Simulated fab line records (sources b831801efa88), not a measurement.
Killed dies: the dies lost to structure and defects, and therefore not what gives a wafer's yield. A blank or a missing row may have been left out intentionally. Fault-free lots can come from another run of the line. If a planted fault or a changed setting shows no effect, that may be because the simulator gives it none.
Matching of chambers / flow sfq line / cmp-02 running SFQ_TRILAYER_I0_CMP_CMP_028: 4 sister chambers
The step polishes SiO2. 4 wafers are shown with their chamber, then 8 later ones without.

## WAFERS, EACH WITH ITS CHAMBER
wafer=L548.2; chamber=2; motor current A (A)=8.8
wafer=L551.1; chamber=0; motor current A (A)=11.3
wafer=L552.4; chamber=1; motor current A (A)=9.5
wafer=L552.2; chamber=3; motor current A (A)=10.1

## WAFERS WITHOUT THEIR CHAMBER
wafer=L552.3; motor current A (A)=11.6
wafer=L560.4; motor current A (A)=11.1
wafer=L562.2; motor current A (A)=9.4
wafer=L562.4; motor current A (A)=10.0
wafer=L562.6; motor current A (A)=9.0
wafer=L564.1; motor current A (A)=9.6
wafer=L564.2; motor current A (A)=10.2
wafer=L564.4; motor current A (A)=8.9

## WHICH CHAMBER EACH ONE RAN IN
wafer=L552.3; from the rows above=0; in truth=0
wafer=L560.4; from the rows above=0; in truth=0
wafer=L562.2; from the rows above=1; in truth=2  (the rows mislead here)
wafer=L562.4; from the rows above=3; in truth=3
wafer=L562.6; from the rows above=can't be placed: 2 or 1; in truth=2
wafer=L564.1; from the rows above=1; in truth=1
wafer=L564.2; from the rows above=3; in truth=3
wafer=L564.4; from the rows above=2; in truth=2
Correct placement for 6 of the 8. From these rows, 1 cannot be placed; in 1 the true chamber is one of the candidates. Number placed wrongly: 1.
How it was worked out, from the rows above alone: a wafer's distance from a chamber is the root of the sum, over the readings, of the square of ((its reading less the chamber's mean) divided by the reading's scatter). If the next closest chamber is less than 2 further off than the closest, the wafer can't be placed; otherwise it belongs to the closest. The mean given for a chamber averages the wafers shown for that chamber. The scatter (one wafer shown for each chamber): square how far every hidden wafer sits from the nearest shown wafer, average those squares and take the square root.
